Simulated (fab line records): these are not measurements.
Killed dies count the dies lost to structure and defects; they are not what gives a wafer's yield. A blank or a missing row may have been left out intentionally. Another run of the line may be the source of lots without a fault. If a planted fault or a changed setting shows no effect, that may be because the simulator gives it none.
8D (eight disciplines) problem report, filled in by code + flow sky130 + the parts of the form that need people (team, actions taken, sign-off) are left out

1. PROBLEM STATEMENT
Wafers free of any fault read 209.5 (standard deviation 2.4) for VT_ADJUST_HVTR_TW at SKY_VT_ADJUST_HVTR_TW_MEAS_11, against a mean of 190.1 on 6 wafers of 2 lots. That is -8.1 standard deviations from the usual mean.
Earliest sighting: wafer L147.1 on film metro-01 at day 14 15:24. The record has a number at this step for 39 wafers belonging to 13 lots. By rule, "out" or "out of limits" means more than 4 standard deviations away from the usual mean. The rest of the wafers with a number are treated as sound.

2. WHAT IT IS, WHAT IT ISN'T
| question                    | is                           | is not                                                                          |
|-----------------------------|------------------------------|---------------------------------------------------------------------------------|
| which readings at this step | VT_ADJUST_HVTR_TW            | -                                                                               |
| which lots                  | L147, L148                   | L132, L134, L135, L136, L137, L138, L139, L140, L149, L151, L155                |
| which wafers of those lots  | all that have a number       | -                                                                               |
| read on which gauges        | film metro-01, film metro-03 | film metro-04                                                                   |
| when                        | from day 14 15:24            | up to then (24 sound wafers); but 9 sound wafers of L149, L151, L155 came after |

3. THE SUSPECTS, EACH WITH WHAT RULES IT OUT
Counting: a tool at any process step up to the reading remains a suspect when it ran all the lots that are out and ran no sound lot after the first of those.
- ruled out: the gauge at SKY_VT_ADJUST_HVTR_TW_MEAS_11. Those wafers that are out were read across 2 gauges (film metro-01, film metro-03).
- implanter-04 at SKY_VT_ADJUST_HVTR_IMPLANT_09: kept. All lots that are out passed through it, beginning with L147 at day 14 15:09, and no sound lot followed; its final sound lot before that point was L139 at day 11 15:31. Out on those wafers are its own readings of dose ions cm2, faraday current uA.
Remaining after the count: implanter-04 at SKY_VT_ADJUST_HVTR_IMPLANT_09.

4. THE CAUSE (what the simulator had put in)
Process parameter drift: implanter-04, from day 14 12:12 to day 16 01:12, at SKY_VT_ADJUST_HVTR_IMPLANT_09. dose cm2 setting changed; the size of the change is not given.
The count eliminated every tool but this one.

5. THE CHAIN OF EFFECTS, in route order
Rows list readings where the struck wafers' mean (over those with a number) sits beyond 3 standard deviations from the usual. Readings are gone through only where the record gives a usual standard deviation; hours: the median, over the lots, of the time from a lot's start at the first step in this table giving one to that lot's start at this step; sigmas: the change measured in usual standard deviations.
| hours | step                          | reading            | usual      | on struck wafers | change      | sigmas      |
|-------|-------------------------------|--------------------|------------|------------------|-------------|-------------|
| 0     | SKY_VT_ADJUST_HVTR_IMPLANT_09 | dose ions cm2      | 2.0995e+12 | 1.4904e+12       | -6.0910e+11 | -99 or more |
| 0     | SKY_VT_ADJUST_HVTR_IMPLANT_09 | faraday current uA | 11.84      | 8.48             | -3.36       | -14         |
| 0     | SKY_VT_ADJUST_HVTR_TW_MEAS_11 | VT_ADJUST_HVTR_TW  | 209.5      | 190.1            | -19.4       | -8.1        |
The process steps in it:
- SKY_VT_ADJUST_HVTR_IMPLANT_09
Later steps that measure or inspect, where all struck wafers having a row at the step show a number for every such reading and not one has moved that far: SKY_VIA1_THK_MEAS_01.

6. WHAT WOULD HAVE CAUGHT IT SOONER
3 hours passed between the start of the fault at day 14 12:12 and the first reading out of limits at a measuring or inspecting step in this record, taken at day 14 15:24.
Tool's own readings at SKY_VT_ADJUST_HVTR_IMPLANT_09, dose ions cm2, faraday current uA: out on all struck wafers the step has rows for; an alarm limit on them would have tripped on the first.
Among the 2 lots that are out, L148 began SKY_VT_ADJUST_HVTR_IMPLANT_09 on implanter-04 after day 14 15:24. It would have been spared by a hold on the tool at that moment.
